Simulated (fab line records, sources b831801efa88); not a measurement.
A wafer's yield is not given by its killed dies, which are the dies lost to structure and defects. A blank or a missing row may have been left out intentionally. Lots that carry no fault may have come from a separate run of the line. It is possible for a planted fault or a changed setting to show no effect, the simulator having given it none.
fab line records	flow sky130
record: lots: 12	wafers: 35	last_day: 50
route steps=708 shown GATE_OXIDE@200 POLY_GATE@229 LDD_P@257
lots untouched by any fault: they come from a run of this same line in which no faults occurred
start_h: the number of hours between the record's first day and the start of the first shown wafer of the lot	wait_h: time in hours since the lot's previous step	" same as the row above	L1.1+2: a single row standing in for several wafers	- no value present, or no start provided	* or withheld: withheld	< > ~ a bound
route shown NAME@n: NAME is a module with steps in the file, n the number in the route of the first one	usual: mean/standard deviation taken from wafers without a fault	same: alike in all rows	chamber/n: place in a boat	sites: each site's reading	_std_site: standard deviation across them	_edge_site: mean of outer sites minus mean of inner sites	radius_mm: how far each site lies from the wafer's centre	mask NAME#n: copy n	behind: the tool/chamber that last shaped the wafer	hold: why the lot went on hold/how many hours it stayed there/how the hold came to an end	device: which transistor (n, p or np) failed to switch	end of line: tests run on the same wafers once the route is complete	a step given without rows: its recipe and nothing more	killed: count of dies lost to structure and defects at first sort (not the wafer's yield)	map: per-die view of a wafer (x killed, . not killed, _ where there is no die)
set.NAME: the setting the step ran with; set.NAME@STEP: the setting that earlier step ran with	model.NAME: the simulator's own value behind a step, which no gauge read
route steps across a sampled set of lots; one table per step, one row per wafer
services: from which hour (start_h, from the record's first day; less than 0 if before it) a tool's chamber was out of use, for how many hours, and why
== steps ==
step: SKY_GATE_OXIDE_STRIP_13
recipe: chemistry: O2/N2	power_w: 1400	pressure_mtorr: 1500	platen_temp_c: withheld	o2_flow_sccm: 3000	n2_flow_sccm: 300	overash_fraction: 0.5
usual: drypump_motor_current_A: 5.6/0.35	oes_product_au: 0.716/0.0041	strip_time_to_endpoint_s: 14.16/0.044
lot.wafer	tool	chamber	start_h	wait_h	drypump_motor_current_A	oes_product_au	rf_hours_counter_h	strip_time_to_endpoint_s
L809.1	plasma_asher-02	0	300.58	0.0	5.6	0.716	61	14.17
L809.2	"	1	"	"	5.2	0.721	61	14.13
L809.3	"	1	"	"	5.1	0.715	-	14.15
L810.3	plasma_asher-04	0	311.01	0.0	6.1	0.721	-	14.23
L810.5	"	0	"	"	6.1	0.712	-	14.19
L810.6	"	1	"	"	5.7	0.719	-	14.18
L812.2	plasma_asher-04	0	335.38	0.0	6.1	0.717	51	14.13
L812.4	"	0	"	"	6.1	0.714	-	14.12
L812.6	"	1	"	"	5.7	0.711	-	14.10
L811.1	plasma_asher-04	1	335.69	0.0	5.6	0.713	51	14.16
L811.2	"	0	"	"	6.1	0.722	51	14.17
L811.6	"	1	"	"	5.6	0.717	-	14.15
L813.3	plasma_asher-04	0	368.18	0.0	6.1	0.708	-	14.22
L813.4	"	1	"	"	5.7	0.720	-	14.11
L813.6	"	0	"	"	6.1	0.718	-	14.18
L814.2	plasma_asher-04	0	369.93	0.0	6.1	0.720	54	14.14
L814.3	"	0	"	"	6.1	0.724	-	14.12
L814.5	"	1	"	"	5.6	0.716	-	14.13
L815.1	plasma_asher-02	0	370.23	0.0	5.6	0.711	68	14.17
L815.3	"	1	"	"	5.2	0.718	-	14.15
L815.6	"	0	"	"	5.6	0.714	-	14.17
L823.3	plasma_asher-04	0	422.50	0.0	6.1	0.709	-	14.10
L823.5	"	1	"	"	5.7	0.705	-	14.18
L825.1	plasma_asher-01	0	446.51	0.0	5.1	0.708	2	14.17
L825.5	"	1	"	"	5.6	0.718	-	14.19
L825.6	"	0	"	"	5.2	0.717	-	14.18
L827.1	plasma_asher-04	0	458.64	0.0	6.1	0.715	64	14.16
L827.3	"	0	"	"	6.1	0.716	-	14.22
L827.4	"	1	"	"	5.7	0.714	-	14.18
L831.1	plasma_asher-04	0	487.29	0.0	6.1	0.720	66	14.18
L831.2	"	1	"	"	5.7	0.712	66	14.17
L831.5	"	0	"	"	6.1	0.714	-	14.12
L832.1	plasma_asher-01	1	495.44	0.0	5.5	0.711	7	14.10
L832.4	"	0	"	"	5.1	0.718	-	14.09
L832.5	"	1	"	"	5.6	0.713	-	14.09
step: SKY_POLY_GATE_ETCH_15
recipe: chemistry: N2/H2	target: BARC	ion_energy_ev: 200	source_w: 500	bias_w: 100	pressure_mtorr: 30	n2_flow_sccm: 100	h2_flow_sccm: 200	stop_on: SiO2	time_s: 118.5	target_depth_a: 1100
usual: drypump_motor_current_A: 5.6/0.5	oes_product_au: 0.716/0.0048	throttle_valve_pct: 13.213/0.0091
same: time_s: 118.5
lot.wafer	tool	chamber	start_h	wait_h	drypump_motor_current_A	oes_product_au	rf_hours_counter_h	throttle_valve_pct
L809.1	rie_diel-03	1	368.35	0.0	5.3	0.718	27	13.208
L809.2	"	2	"	"	4.9	0.718	15	13.199
L809.3	"	3	"	"	6.4	0.721	2	13.212
L810.3	rie_diel-03	0	372.35	0.0	4.7	0.717	0	13.203
L810.5	"	3	"	"	6.4	0.713	-	13.214
L810.6	"	0	"	"	4.7	0.722	-	13.223
L811.1	rie_diel-04	1	396.50	0.0	6.2	0.714	2	13.203
L811.2	"	0	"	"	6.3	0.707	36	13.221
L811.6	"	0	"	"	6.3	0.716	-	13.226
L812.2	rie_diel-03	1	399.35	0.0	5.3	0.717	28	13.219
L812.4	"	0	"	"	4.7	0.720	1	13.226
L812.6	"	3	"	"	6.4	0.723	-	13.210
L813.3	rie_diel-04	0	432.83	0.0	6.3	0.710	37	13.216
L813.4	"	1	"	"	6.2	0.713	3	13.208
L813.6	"	2	"	"	6.0	0.714	-	13.216
L815.1	rie_diel-04	0	436.25	0.0	6.3	0.718	37	13.223
L815.3	"	3	"	"	5.7	0.717	1	13.212
L815.6	"	1	"	"	6.2	0.713	-	13.228
L814.2	rie_diel-02	1	436.60	0.0	5.4	0.712	105	13.191
L814.3	"	3	"	"	5.5	0.717	88	13.214
L814.5	"	0	"	"	5.9	0.721	-	13.226
L823.3	rie_diel-02	2	488.95	0.0	5.1	0.713	1	13.219
L823.5	"	0	"	"	6.0	0.716	-	13.195
L825.1	rie_diel-03	1	513.10	0.0	5.4	0.724	30	13.210
L825.5	"	1	"	"	5.3	0.720	-	13.194
L825.6	"	2	"	"	5.0	0.720	-	13.208
L827.1	rie_diel-03	2	524.48	0.0	5.0	0.717	17	13.213
L827.3	"	0	"	"	4.7	0.719	3	13.224
L827.4	"	1	"	"	5.4	0.701	30	13.221
L831.1	rie_diel-03	3	552.45	0.0	6.4	0.711	5	13.223
L831.2	"	0	"	"	4.7	0.717	3	13.196
L831.5	"	0	"	"	4.7	0.723	-	13.215
L832.1	rie_diel-02	3	563.30	0.0	5.5	0.718	0	13.209
L832.4	"	0	"	"	5.9	0.712	15	13.226
L832.5	"	3	"	"	5.5	0.721	-	13.207
step: SKY_LDD_P_COAT_02
recipe: resist: NOVOLAK	spin_rpm: 3000	resist_thk_nm: 1140
lot.wafer	tool	chamber	start_h	wait_h
L809.1+2+3	litho_track-04	0	414.55	0.1
L810.3+5+6	litho_track-03	0	420.04	0.1
L811.1+2+6	litho_track-02	0	444.97	0.1
L812.2+4+6	litho_track-02	0	448.40	0.1
L813.3+4+6	litho_track-03	0	482.19	0.1
L815.1+3+6	litho_track-04	0	484.95	0.1
L814.2+3+5	litho_track-03	0	485.56	0.1
L823.3+5	litho_track-03	0	537.29	0.1
L825.1+5+6	litho_track-03	0	559.84	0.1
L827.1+3+4	litho_track-04	0	572.05	0.1
L831.1+2+5	litho_track-02	0	600.02	0.1
L832.1+4+5	litho_track-02	0	609.42	0.1
step: SKY_LDD_P_OVL_MEAS_08
usual: LDD_P_OVL: -1.2/1.4
lot.wafer	tool	chamber	start_h	wait_h	LDD_P_OVL[nm]
L809.1	overlay-02	-	430.84	0.1	-0.6
L809.2	"	-	"	"	-0.4
L809.3	"	-	"	"	-0.4
L810.3	overlay-02	-	435.80	0.1	-2.6
L810.5	"	-	"	"	-3.7
L810.6	"	-	"	"	-2.0
L811.1	overlay-02	-	461.27	0.1	-0.1
L811.2	"	-	"	"	0.0
L811.6	"	-	"	"	-0.3
L812.2	overlay-01	-	463.80	0.1	-2.6
L812.4	"	-	"	"	-3.4
L812.6	"	-	"	"	-3.9
L813.3	overlay-01	-	497.42	0.1	-2.2
L813.4	"	-	"	"	-2.2
L813.6	"	-	"	"	-3.0
L815.1	overlay-02	-	501.22	0.1	-1.7
L815.3	"	-	"	"	-4.0
L815.6	"	-	"	"	-1.6
L814.2	overlay-01	-	501.52	0.1	-1.4
L814.3	"	-	"	"	-0.4
L814.5	"	-	"	"	-1.8
L823.3	overlay-02	-	552.32	0.1	0.0
L823.5	"	-	"	"	-0.2
L825.1	overlay-01	-	575.27	0.1	-1.6
L825.5	"	-	"	"	-1.6
L825.6	"	-	"	"	-2.0
L827.1	overlay-01	-	586.57	0.1	-0.1
L827.3	"	-	"	"	-0.7
L827.4	"	-	"	"	-1.4
L831.1	overlay-01	-	615.29	0.1	-1.8
L831.2	"	-	"	"	-2.5
L831.5	"	-	"	"	-2.4
L832.1	overlay-01	-	623.44	0.1	-0.9
L832.4	"	-	"	"	-2.6
L832.5	"	-	"	"	-2.7
step: SKY_LDD_P_STRIP_10
recipe: chemistry: O2/N2	power_w: 1400	pressure_mtorr: 1500	platen_temp_c: withheld	o2_flow_sccm: 3000	n2_flow_sccm: 300	overash_fraction: 0.5
usual: drypump_motor_current_A: 5.6/0.34	oes_product_au: 0.715/0.0045	strip_time_to_endpoint_s: 14.16/0.036
lot.wafer	tool	chamber	start_h	wait_h	drypump_motor_current_A	oes_product_au	rf_hours_counter_h	strip_time_to_endpoint_s
L809.1	plasma_asher-04	1	431.03	0.1	5.7	0.707	61	14.18
L809.2	"	0	"	"	6.1	0.720	61	14.20
L809.3	"	1	"	"	5.7	0.719	-	14.16
L810.3	plasma_asher-02	1	436.01	0.1	5.1	0.712	-	14.17
L810.5	"	0	"	"	5.6	0.718	-	14.18
L810.6	"	1	"	"	5.1	0.709	-	14.16
L811.1	plasma_asher-04	0	461.46	0.1	6.1	0.714	64	14.16
L811.2	"	1	"	"	5.7	0.718	64	14.15
L811.6	"	1	"	"	5.7	0.720	-	14.13
L812.2	plasma_asher-02	0	463.98	0.1	5.7	0.719	76	14.20
L812.4	"	0	"	"	5.6	0.714	-	14.17
L812.6	"	0	"	"	5.7	0.715	-	14.18
L813.3	plasma_asher-02	0	497.63	0.1	5.6	0.716	-	14.15
L813.4	"	1	"	"	5.1	0.716	-	14.16
L813.6	"	1	"	"	5.1	0.711	-	14.18
L815.1	plasma_asher-01	0	501.43	0.1	5.1	0.715	7	14.17
L815.3	"	1	"	"	5.6	0.711	-	14.19
L815.6	"	1	"	"	5.5	0.713	-	14.20
L814.2	plasma_asher-02	1	501.70	0.1	5.2	0.717	80	14.12
L814.3	"	1	"	"	5.2	0.714	-	14.16
L814.5	"	0	"	"	5.7	0.720	-	14.13
L823.3	plasma_asher-02	0	552.53	0.1	5.7	0.706	-	14.11
L823.5	"	1	"	"	5.1	0.712	-	14.45
L825.1	plasma_asher-01	0	575.45	0.1	5.1	0.712	16	14.14
L825.5	"	0	"	"	5.1	0.711	-	14.50
L825.6	"	1	"	"	5.6	0.716	-	14.18
L827.1	plasma_asher-01	0	586.75	0.1	5.1	0.714	17	14.19
L827.3	"	0	"	"	5.2	0.714	-	14.16
L827.4	"	1	"	"	5.6	0.715	-	14.17
L831.1	plasma_asher-02	1	615.48	0.1	5.1	0.716	92	14.19
L831.2	"	0	"	"	5.6	0.713	92	14.17
L831.5	"	0	"	"	5.6	0.715	-	14.12
L832.1	plasma_asher-04	1	623.63	0.1	5.7	0.719	77	14.20
L832.4	"	1	"	"	5.7	0.716	-	14.19
L832.5	"	1	"	"	5.7	0.715	-	14.16
== services ==
tool	chamber	start_h	hours	kind
plasma_asher-01	-	311.74	1.2	repair
rie_diel-04	3	313.82	45.8	repair
rie_diel-02	-	314.66	0.3	repair
rie_diel-02	2	315.42	6.2	repair
plasma_asher-01	-	324.63	8.0	repair
rie_diel-04	1	334.76	18.4	repair
rie_diel-02	1	339.17	3.7	repair
rie_diel-03	-	351.83	0.5	repair
plasma_asher-02	-	386.98	3.1	repair
plasma_asher-01	-	421.25	9.0	pm
plasma_asher-02	-	421.50	2.8	pm
rie_diel-02	0	441.90	5.3	repair
rie_diel-02	-	445.96	2.8	pm
rie_diel-03	-	468.30	0.1	repair
rie_diel-04	2	470.28	8.7	repair
rie_diel-03	-	489.04	15.6	pm
plasma_asher-04	-	517.14	1.1	repair
plasma_asher-04	-	548.57	16.9	repair
rie_diel-04	2	549.33	12.1	repair
rie_diel-03	3	556.97	13.9	repair
rie_diel-04	-	565.41	10.0	pm
plasma_asher-04	-	567.44	4.5	repair
rie_diel-04	0	577.53	2.1	repair
rie_diel-04	3	578.98	2.2	repair
== key ==
first_sign: step: SKY_LDD_P_STRIP_10	reading: strip_time_to_endpoint_s	direction: up	sigmas: 8.8	usual: *	struck: *
effect none on later readings
met_at SKY_LDD_P_COAT_02
struck_lots L823,L825
struck_wafers L823.5,L825.5
tester_left_out L823,L825
not_acting_at SKY_GATE_OXIDE_STRIP_13,SKY_POLY_GATE_ETCH_15,SKY_LDD_P_OVL_MEAS_08
onset_between 485.56 537.29
fault: kind: process_parameter_drift	tool: litho_track-03	chamber: -	onset_h: 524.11	steps: SKY_LDD_P_COAT_02	channel: resist_thk_nm	offset: 35.198	shape: step	end_h: 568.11	scope: struck_wafers_only	acts_in: these_recipes_only	stated: 1140
tester_left_out: of these lots the tester's yield and bins aren't shown, on N5 and GAA mostly nor the transistor test; their killed dies are dies lost to structure and defects alone, not to doping, threshold or leakage, so they don't give the yield
